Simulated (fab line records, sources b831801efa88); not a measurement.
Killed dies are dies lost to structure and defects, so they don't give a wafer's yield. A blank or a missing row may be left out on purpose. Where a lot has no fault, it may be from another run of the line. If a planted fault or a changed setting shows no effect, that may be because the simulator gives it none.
fab line records | flow gf180mcu | part 2 of 2: steps 32 to 46 of 46
record: lots: 5 | wafers: 15 | lastDay: 33
route steps=602 shown STI@14 DNWELL@32 NWELL@42 LVPWELL@54
lots with no fault: from the same line, run without faults
startH: hours from the record's opening day to when the first of the lot's shown wafers began | waitH: time in hours since the lot's previous step | " unchanged from the row above | L1.1+2: one row covering several wafers at once | - no value present, or no start provided | * or withheld: withheld | < > ~ a bound
route shown NAME@n: NAME is a module with steps in the file, n the number in the route of the first one | usual: average and standard deviation across the fault-free wafers | same: alike in all rows | chamber/n: place in a boat | sites: readings site by site | _std_site: how widely they spread, as a standard deviation | _edge_site: the outer-site mean with the inner-site mean subtracted | radiusMm: how far each site lies from the wafer's centre | mask NAME#n: copy n | behind: the most recent tool/chamber to have shaped the wafer | hold: the reason the lot was held/the length of the hold in hours/how it ended | device: whichever transistor did not switch (one of n, p or np) | end of line: the same wafers' tests at the end of the route | step lacking rows: just its recipe | killed: dies lost to structure and defects at the first sort, not the wafer's yield | map: per-die view of a wafer (x killed, . not killed, _ where there is no die)
set.NAME: the setting the step ran with; set.NAME@STEP: the setting that earlier step ran with | model.NAME: the simulator's own value behind a step, which no gauge read
lots seen at some steps along the route; tables by step, rows by wafer
services: from which hour (startH, from the record's first day; less than 0 if before it) a tool's chamber was out of use, for how many hours, and why
== steps ==
step: GF_NWELL_SOFTBAKE_03
recipe: tempC: 110 | timeS: withheld
lot.wafer  | tool          | chamber | startH | waitH
L076.2+4+5 | lithoTrack-03 | 0       | 58.11  | 0.1
L080.3+4+5 | lithoTrack-03 | 0       | 81.24  | 0.1
L084.1+3+5 | lithoTrack-04 | 0       | 102.61 | 0.1
L087.4+5+6 | lithoTrack-02 | 0       | 116.71 | 0.1
L094.3+4+5 | lithoTrack-02 | 0       | 155.73 | 0.1
step: GF_NWELL_EXPOSE_04
recipe: maskId: Nwell | targetCdNm: 860 | na: 0.6 | sourceShape: conventional | sigmaOuter: 0.6 | doseMj: 260
lot.wafer  | tool            | chamber | startH | waitH | mask
L076.2+4+5 | ilineStepper-01 | 0       | -      | -     | Nwell#0
L080.3+4+5 | ilineStepper-01 | 0       | -      | -     | Nwell#0
L084.1+3+5 | ilineStepper-01 | 0       | -      | -     | Nwell#0
L087.4+5+6 | ilineStepper-01 | 0       | -      | -     | Nwell#0
L094.3+4+5 | ilineStepper-02 | 0       | -      | -     | Nwell#0
step: GF_NWELL_PEB_05
recipe: tempC: 115 | timeS: withheld
lot.wafer  | tool          | chamber | startH | waitH
L076.2+4+5 | lithoTrack-02 | 0       | -      | -
L080.3+4+5 | lithoTrack-03 | 0       | -      | -
L084.1+3+5 | lithoTrack-03 | 0       | -      | -
L087.4+5+6 | lithoTrack-03 | 0       | -      | -
L094.3+4+5 | lithoTrack-03 | 0       | -      | -
step: GF_NWELL_DEVELOP_06
recipe: wallAngleDeg: 90 | developTimeS: 60 | devTempC: 23
lot.wafer  | tool          | chamber | startH | waitH
L076.2+4+5 | lithoTrack-02 | 0       | -      | -
L080.3+4+5 | lithoTrack-03 | 0       | -      | -
L084.1+3+5 | lithoTrack-03 | 0       | -      | -
L087.4+5+6 | lithoTrack-03 | 0       | -      | -
L094.3+4+5 | lithoTrack-03 | 0       | -      | -
step: GF_NWELL_OVL_MEAS_07
usual: NWELL_OVL: -0.9/1.3
lot.wafer | tool       | chamber | startH | waitH | NWELL_OVL[nm]
L076.2    | overlay-01 | -       | 64.52  | -     | -2.7
L076.4    | "          | -       | "      | "     | -2.7
L076.5    | "          | -       | "      | "     | -2.9
L080.3    | overlay-01 | -       | 87.34  | -     | -1.4
L080.4    | "          | -       | "      | "     | 1.9
L080.5    | "          | -       | "      | "     | 1.7
L084.1    | overlay-02 | -       | 110.13 | -     | 0.3
L084.3    | "          | -       | "      | "     | -1.1
L084.5    | "          | -       | "      | "     | 0.1
L087.4    | overlay-01 | -       | 124.04 | -     | -1.0
L087.5    | "          | -       | "      | "     | -1.4
L087.6    | "          | -       | "      | "     | -1.1
L094.3    | overlay-02 | -       | 163.59 | -     | -1.3
L094.4    | "          | -       | "      | "     | 0.2
L094.5    | "          | -       | "      | "     | -0.2
step: GF_NWELL_IMPLANT_08
recipe: species: P | energyKev: 450 | doseCm2: 1.5e+13 | tiltDeg: 0
lot.wafer  | tool         | chamber | startH | waitH
L076.2+4+5 | implanter-04 | 0       | 64.58  | 0.0
L080.3+4+5 | implanter-04 | 0       | 87.41  | 0.1
L084.1+3+5 | implanter-03 | 0       | 110.16 | 0.0
L087.4+5+6 | implanter-02 | 0       | 124.14 | 0.1
L094.3+4+5 | implanter-03 | 0       | 163.66 | 0.1
step: GF_NWELL_IMPLANT_09
recipe: species: P | energyKev: 160 | doseCm2: 4e+12 | tiltDeg: 0
lot.wafer  | tool         | chamber | startH | waitH
L076.2+4+5 | implanter-04 | 0       | 64.73  | 0.1
L080.3+4+5 | implanter-04 | 0       | 87.56  | 0.1
L084.1+3+5 | implanter-03 | 0       | 110.31 | 0.1
L087.4+5+6 | implanter-02 | 0       | 124.29 | 0.1
L094.3+4+5 | implanter-03 | 0       | 163.81 | 0.1
step: GF_NWELL_STRIP_10
recipe: chemistry: O2/N2 | powerW: 1400 | pressureMtorr: 1500 | platenTempC: 250 | o2FlowSccm: 3000 | n2FlowSccm: 300 | overashFraction: 0.5
usual: drypumpMotorCurrentA: 5.8/0.62 | heaterPowerW: 298/18 | oesProductAu: 0.723/0.0047 | stripTimeToEndpointS: 37.19/0.089
lot.wafer | tool           | chamber | startH | waitH | drypumpMotorCurrentA | heaterPowerW | oesProductAu | rfHoursCounterH | stripTimeToEndpointS
L076.2    | plasmaAsher-03 | 0       | 64.85  | 0.1   | 6.1                  | 283          | 0.729        | 25              | 37.11
L076.4    | "              | 1       | "      | "     | 5.8                  | 318          | 0.726        | -               | 37.11
L076.5    | "              | 0       | "      | "     | 6.1                  | 282          | 0.723        | -               | 37.10
L080.3    | plasmaAsher-03 | 0       | 87.70  | 0.1   | 6.1                  | 288          | 0.724        | -               | 37.25
L080.4    | "              | 1       | "      | "     | 5.7                  | 313          | 0.714        | -               | 37.19
L080.5    | "              | 0       | "      | "     | 6.1                  | 289          | 0.722        | -               | 37.22
L084.1    | plasmaAsher-01 | 0       | 110.46 | 0.1   | 6.4                  | 313          | 0.731        | 46              | 37.26
L084.3    | "              | 0       | "      | "     | 6.3                  | 319          | 0.734        | -               | 37.31
L084.5    | "              | 1       | "      | "     | 4.9                  | 314          | 0.725        | -               | 37.27
L087.4    | plasmaAsher-02 | 1       | 124.40 | 0.1   | 6.5                  | 263          | 0.716        | -               | 37.26
L087.5    | "              | 1       | "      | "     | 6.5                  | 264          | 0.724        | -               | 37.28
L087.6    | "              | 0       | "      | "     | 4.8                  | 309          | 0.725        | -               | 37.26
L094.3    | plasmaAsher-02 | 0       | 163.95 | 0.1   | 4.8                  | 309          | 0.719        | -               | 37.16
L094.4    | "              | 1       | "      | "     | 6.6                  | 263          | 0.721        | -               | 37.17
L094.5    | "              | 1       | "      | "     | 6.6                  | 262          | 0.717        | -               | 37.15
step: GF_NWELL_TW_MEAS_11
usual: NWELL_TW: 1580/11
lot.wafer | tool         | chamber | startH | waitH | NWELL_TW
L076.2    | filmMetro-04 | -       | 64.96  | 0.1   | 1560
L076.4    | "            | -       | "      | "     | 1563
L076.5    | "            | -       | "      | "     | 1573
L080.3    | filmMetro-04 | -       | 87.78  | 0.1   | 1571
L080.4    | "            | -       | "      | "     | 1579
L080.5    | "            | -       | "      | "     | 1580
L084.1    | filmMetro-03 | -       | 110.56 | 0.1   | 1569
L084.3    | "            | -       | "      | "     | 1577
L084.5    | "            | -       | "      | "     | 1583
L087.4    | filmMetro-01 | -       | 124.49 | 0.1   | 1589
L087.5    | "            | -       | "      | "     | 1600
L087.6    | "            | -       | "      | "     | 1592
L094.3    | filmMetro-03 | -       | 164.03 | 0.1   | 1582
L094.4    | "            | -       | "      | "     | 1583
L094.5    | "            | -       | "      | "     | 1583
step: GF_LVPWELL_DEHYDRATE_00
recipe: tempC: 200 | timeS: 60
lot.wafer  | tool          | chamber | startH | waitH
L076.2+4+5 | lithoTrack-02 | 0       | 70.69  | 5.7
L080.3+4+5 | lithoTrack-02 | 0       | 94.31  | 6.5
L084.1+3+5 | lithoTrack-03 | 0       | 116.33 | 5.8
L087.4+5+6 | lithoTrack-02 | 0       | 131.24 | 6.7
L094.3+4+5 | lithoTrack-03 | 0       | 171.33 | 7.3
step: GF_LVPWELL_HMDS_01
recipe: primeTimeS: 60 | primeTempC: 120
lot.wafer  | tool          | chamber | startH | waitH
L076.2+4+5 | lithoTrack-02 | 0       | 70.84  | 0.1
L080.3+4+5 | lithoTrack-02 | 0       | 94.46  | 0.1
L084.1+3+5 | lithoTrack-03 | 0       | 116.48 | 0.1
L087.4+5+6 | lithoTrack-02 | 0       | 131.39 | 0.1
L094.3+4+5 | lithoTrack-03 | 0       | 171.48 | 0.1
step: GF_LVPWELL_COAT_02
recipe: spinRpm: 2000 | resistThkNm: 3000
lot.wafer  | tool          | chamber | startH | waitH
L076.2+4+5 | lithoTrack-02 | 0       | 70.99  | 0.1
L080.3+4+5 | lithoTrack-02 | 0       | 94.61  | 0.1
L084.1+3+5 | lithoTrack-03 | 0       | 116.63 | 0.1
L087.4+5+6 | lithoTrack-02 | 0       | 131.54 | 0.1
L094.3+4+5 | lithoTrack-03 | 0       | 171.63 | 0.1
step: GF_LVPWELL_SOFTBAKE_03
recipe: tempC: 110 | timeS: withheld
lot.wafer  | tool          | chamber | startH | waitH
L076.2+4+5 | lithoTrack-02 | 0       | 71.15  | 0.1
L080.3+4+5 | lithoTrack-02 | 0       | 94.78  | 0.1
L084.1+3+5 | lithoTrack-03 | 0       | 116.78 | 0.1
L087.4+5+6 | lithoTrack-02 | 0       | 131.71 | 0.1
L094.3+4+5 | lithoTrack-03 | 0       | 171.79 | 0.1
step: GF_LVPWELL_EXPOSE_04
recipe: maskId: LVPWELL | targetCdNm: 600 | na: 0.6 | sourceShape: conventional | sigmaOuter: 0.6 | doseMj: 260
lot.wafer  | tool            | chamber | startH | waitH | mask
L076.2+4+5 | ilineStepper-01 | 0       | -      | -     | LVPWELL#0
L080.3+4+5 | ilineStepper-01 | 0       | -      | -     | LVPWELL#0
L084.1+3+5 | ilineStepper-02 | 0       | -      | -     | LVPWELL#0
L087.4+5+6 | ilineStepper-01 | 0       | -      | -     | LVPWELL#0
L094.3+4+5 | ilineStepper-02 | 0       | -      | -     | LVPWELL#0
step: GF_LVPWELL_PEB_05
recipe: tempC: 115 | timeS: withheld
lot.wafer  | tool          | chamber | startH | waitH
L076.2+4+5 | lithoTrack-01 | 0       | -      | -
L080.3+4+5 | lithoTrack-01 | 0       | -      | -
L084.1+3+5 | lithoTrack-01 | 0       | -      | -
L087.4+5+6 | lithoTrack-03 | 0       | -      | -
L094.3+4+5 | lithoTrack-02 | 0       | -      | -
== services ==
tool            | chamber | startH | hours | kind
rieSi-01        | 2       | 12.02  | 7.5   | repair
hdpcvd-01       | 2       | 14.21  | 1.9   | repair
furnace-02      | -       | 21.51  | 3.2   | pm
implanter-01    | -       | 23.17  | 2.4   | repair
cmp-01          | -       | 24.53  | 0.3   | repair
cmp-01          | -       | 30.13  | 1.1   | repair
cmp-02          | -       | 30.56  | 0.3   | repair
plasmaAsher-01  | -       | 42.13  | 2.7   | repair
implanter-04    | -       | 45.14  | 4.3   | pm
implanter-03    | -       | 54.17  | 1.3   | repair
plasmaAsher-04  | -       | 73.83  | 4.4   | repair
ilineStepper-02 | -       | 82.99  | 2.1   | pm
cmp-01          | -       | 84.02  | 1.4   | repair
hdpcvd-02       | -       | 97.88  | 5.5   | pm
plasmaAsher-02  | -       | 108.75 | 9.0   | pm
implanter-03    | -       | 112.12 | 1.4   | repair
plasmaAsher-01  | -       | 144.55 | 1.6   | repair
ilineStepper-02 | -       | 147.08 | 1.7   | pm
hdpcvd-02       | 0       | 147.50 | 6.9   | repair
cmp-01          | -       | 151.93 | 0.6   | repair
ilineStepper-01 | -       | 152.12 | 1.7   | pm
cmp-01          | -       | 164.85 | 18.6  | pm
furnace-01      | -       | 170.71 | 3.9   | pm
implanter-03    | -       | 175.30 | 11.8  | pm
